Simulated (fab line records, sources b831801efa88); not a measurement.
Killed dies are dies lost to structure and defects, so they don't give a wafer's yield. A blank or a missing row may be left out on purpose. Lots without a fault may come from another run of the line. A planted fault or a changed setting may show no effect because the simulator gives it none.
Chamber matching | flow gf180mcu | GF_CONTACT_CMP_27 on cmp-01: 4 sister chambers
The step polishes, stops on SiO2, t overpolish 15 s, target thk 0 nm. 8 wafers are shown with their chamber, then 7 later ones without.

WAFERS WITH THEIR CHAMBER
wafer  | chamber | overpolish_run_s (s) | time_to_endpoint_s (s)
L323.5 | 2       | 15.002               | 78
L324.1 | 3       | 15.019               | 71
L327.3 | 0       | 14.999               | 72
L327.5 | 3       | 15.011               | 64
L328.5 | 2       | 14.988               | 75
L328.6 | 1       | 15.009               | 72
L331.1 | 0       | 15.001               | 75
L331.3 | 1       | 15.004               | 69

WAFERS WITHOUT THEIR CHAMBER
wafer  | overpolish_run_s (s) | time_to_endpoint_s (s)
L331.5 | 15.006               | 76
L342.1 | 15.003               | 68
L342.2 | 15.007               | 73
L342.5 | 14.999               | 72
L343.1 | 14.996               | 72
L343.2 | 14.997               | 71
L343.4 | 15.017               | 74

WHICH CHAMBER EACH WENT THROUGH
wafer  | from the rows above               | in truth
L331.5 | can't be placed: 0 or 1 or 2 or 3 | 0
L342.1 | can't be placed: 1 or 0 or 3      | 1
L342.2 | can't be placed: 1 or 0 or 3 or 2 | 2
L342.5 | can't be placed: 0 or 1 or 2      | 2
L343.1 | can't be placed: 0 or 2 or 1      | 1
L343.2 | can't be placed: 0 or 1 or 2      | 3
L343.4 | can't be placed: 1 or 3 or 0 or 2 | 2
Placed correctly: 0 of 7. Can't be placed from these rows: 7 (the true chamber is among the candidates in 6). Placed wrongly: 0.
How it was worked out, from the rows above alone: a wafer's distance from a chamber is the root of the sum, over the readings, of the square of ((its reading less the chamber's mean) divided by the reading's scatter). The wafer belongs to the nearest chamber; if the next one is less than 2 further off, it can't be placed. A chamber's mean is the mean of its shown wafers. The scatter: the root of (the sum of the squares of (reading less its chamber's mean) over the shown wafers, divided by (wafers less chambers)).
